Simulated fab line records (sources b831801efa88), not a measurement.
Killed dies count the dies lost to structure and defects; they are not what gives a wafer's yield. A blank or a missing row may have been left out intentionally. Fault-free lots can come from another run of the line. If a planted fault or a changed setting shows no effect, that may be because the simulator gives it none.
8D (eight disciplines) problem report, filled in by code    flow gf180mcu    the parts of the form that need people (team, actions taken, sign-off) are left out

1. THE PROBLEM
Wafers free of any fault read 0.329 ohm/sq (standard deviation 0.0057) for V1_W_RS at GF_V1_RS_MEAS_24, against a mean of 0.219 ohm/sq on 6 wafers of 2 lots. That is -19 standard deviations from the usual mean.
The step: measures by four-point-probe.
First seen on wafer L395.1, day 24 02:07, on filmMetro-03. The record has a number at this step for 33 wafers belonging to 11 lots. Rule for "out" (also "out of limits"): further than 4 standard deviations from the usual mean. All remaining wafers that have a number are taken as sound.

2. WHAT IT IS; WHAT IT IS NOT
question                     is                      is not
which readings at this step  V1_W_RS                 -
which lots                   L395, L397              L379, L381, L383, L384, L388, L390, L396, L398, L402
which wafers of those lots   all that have a number  -
read on which gauges         filmMetro-03            filmMetro-01, filmMetro-04
when                         from day 24 02:07       up to then (18 sound wafers); but 9 sound wafers of L396, L398, L402 came after

3. SUSPECTS, AND WHAT RULES EACH OUT
Counting: a tool stays on the suspect list if, at a process step up to the reading, it processed all lots that are out and no sound lot following the first of them.
- ruled out: the gauge at GF_V1_RS_MEAS_24. All the wafers that are out were read on filmMetro-03, but those of them that GF_V1_CMP_26 has rows for are out there too, on other tools.
- cvdW-02 at GF_V1_CVD_23 (deposits W, target thk 350 nm, time 105.05 s): kept. It ran every lot that is out, first L395 (day 24 01:59), and no sound lot after that; its last sound lot up to then is L388 (day 21 15:56).
After counting, what remains is cvdW-02 at GF_V1_CVD_23.

4. THE CAUSE (what the simulator had put in)
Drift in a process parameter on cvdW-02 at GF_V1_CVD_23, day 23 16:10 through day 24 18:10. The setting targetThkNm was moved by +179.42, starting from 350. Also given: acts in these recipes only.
Only this tool survived the counting.

5. THE CHAIN OF EFFECTS, in route order
Each row: a reading where the mean over the struck wafers with a number is more than 3 standard deviations away from the usual. Only readings whose record carries a usual standard deviation are examined. hours: median over the lots of the time between each lot's start at the first step of this table that gives one and its start at this step. sigmas: the change, counted in usual standard deviations.
hours  step               reading          usual         on struck wafers  change  sigmas
0      GF_V1_RS_MEAS_24   V1_W_RS          0.329 ohm/sq  0.219             -0.110  -19
0      GF_V1_THK_MEAS_25  V1_W_THK         359 nm        548               +190    +27
0      GF_V1_CMP_26       timeToEndpointS  86 s          131               +45     +10
Its process steps:
- GF_V1_CMP_26: polishes, stops on SiO2, t overpolish 15 s, target thk 0 nm.
At these later measuring or inspecting steps, every struck wafer for which the step has a row has a number for every such reading, and none has moved that far: GF_M2_RS_MEAS_05.

6. WHAT WOULD HAVE CAUGHT IT SOONER
In this record the first reading out of limits at a measuring or inspecting step was taken at day 24 02:07, 10 hours after the fault began at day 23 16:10.
Tool readings at GF_V1_CVD_23 with a usual standard deviation given in the record: none out on any struck wafer, hence no alarm at a limit of 4 standard deviations on them.
Of the lots that are out (2), L397 began GF_V1_CVD_23 on cvdW-02 after day 24 02:07. A tool hold placed at that time would have kept it from harm.
